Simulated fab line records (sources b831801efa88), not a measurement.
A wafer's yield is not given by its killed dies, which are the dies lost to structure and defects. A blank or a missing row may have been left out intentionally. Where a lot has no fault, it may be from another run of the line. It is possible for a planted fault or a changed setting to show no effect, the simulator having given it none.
Which tool is to blame?    flow gf180mcu    11 lots, 33 wafers sampled, at 3 steps of a route of 602

== WHAT THE GAUGES READ, wafer by wafer ==
GF_V4_THK_MEAS_03.
lot   measured      on             V4_CVD_02_THK (nm)
L837  day 23 13:02  film-metro-03  834 848 849
L838  day 23 17:05  film-metro-04  861 845 852
L839  day 24 06:04  film-metro-03  820 839 859
L841  day 24 17:56  film-metro-02  830 827 859
L843  day 25 13:36  film-metro-04  865 860 856
L844  day 25 20:30  film-metro-04  854 844 856
L847  day 26 22:08  film-metro-03  851 852 854
L850  day 27 18:46  film-metro-02  839 823 843
L854  day 29 03:13  film-metro-04  848 877 867
L855  day 29 06:35  film-metro-02  839 846 859
L857  day 29 19:56  film-metro-03  849 855 850

GF_TOP_METAL_CD_MEAS_14 targets a cd of 440 nm.
lot   measured      on         cd-nm (nm)
L837  day 28 00:50  cd-sem-01  440.0 439.9 441.7
L838  day 28 07:41  cd-sem-01  441.9 439.6 442.2
L839  day 28 17:17  cd-sem-02  434.7 434.4 435.0
L841  day 29 05:03  cd-sem-02  442.8 442.7 440.5
L843  day 29 22:55  cd-sem-02  436.6 439.2 438.0
L844  day 30 04:09  cd-sem-01  439.8 439.6 437.6
L847  day 31 01:43  cd-sem-01  439.0 439.8 440.1
L850  day 31 20:17  cd-sem-01  442.1 441.5 441.9
L854  day 33 00:10  cd-sem-01  439.7 439.7 441.1
L855  day 33 03:26  cd-sem-01  439.2 440.2 438.0
L857  day 33 15:06  cd-sem-01  442.3 440.0 443.5

== EACH LOT AND THE TOOL THAT RAN IT (in order: tool; ch and the chambers of the sampled wafers; start) ==
lot   GF_MIM_SPUTTER_01
L837  pvd-sputter-04, day 24 12:40
L838  pvd-sputter-01, day 24 17:40
L839  pvd-sputter-02, day 25 05:26
L841  pvd-sputter-04, day 25 17:43
L843  pvd-sputter-04, day 26 12:01
L844  pvd-sputter-01, day 26 19:23
L847  pvd-sputter-04, day 27 20:04
L850  pvd-sputter-04, day 28 15:53
L854  pvd-sputter-02, day 30 00:11
L855  pvd-sputter-02, day 30 03:39
L857  pvd-sputter-04, day 30 16:44
- GF_MIM_SPUTTER_01: material TiN, target thk 30 nm, time 25 s.

== WHAT THE TOOLS THEMSELVES READ (means of the sampled wafers that have a number; where no wafer has one, the mark that the record gives instead) ==
GF_MIM_SPUTTER_01.
lot   tool            chamber-pressure-pa (Pa)  throttle-valve-pct (%)
L837  pvd-sputter-04  0.4005                    29.7
L838  pvd-sputter-01  0.3992                    30.8
L839  pvd-sputter-02  0.4008                    30.9
L841  pvd-sputter-04  0.4003                    30.2
L843  pvd-sputter-04  0.3996                    30.2
L844  pvd-sputter-01  0.3997                    30.3
L847  pvd-sputter-04  0.3997                    30.6
L850  pvd-sputter-04  0.3993                    30.1
L854  pvd-sputter-02  0.4000                    31.5
L855  pvd-sputter-02  0.4003                    30.7
L857  pvd-sputter-04  0.3992                    29.7

== THE ANSWER, worked out from the rows above alone ==
Rule: the lots themselves supply what counts as usual. The widest of any qualifying gaps counts: lots, ordered by their means at a reading, are off when they make up no more than a third of the lots, leave a main group of 4 or more, and stand apart from it by 3 or more times the standard deviation of that group's means. If all means in a main group match to the digits the tables above print for the reading, that group is not used. A lot without any number at a reading at which 4 lots or more have one is off too. All remaining lots with rows at the step are treated as sound. The gauges are gone through in route order, then the tools' own readings, and for those a lot's mean is taken as printed above. At the first step where some lot is off, the reading lying furthest off is the one used; lots without a number count as furthest.
None of the lots is off at any reading shown; this tells nothing.

== WHAT WAS PUT IN BY THE SIMULATOR ==
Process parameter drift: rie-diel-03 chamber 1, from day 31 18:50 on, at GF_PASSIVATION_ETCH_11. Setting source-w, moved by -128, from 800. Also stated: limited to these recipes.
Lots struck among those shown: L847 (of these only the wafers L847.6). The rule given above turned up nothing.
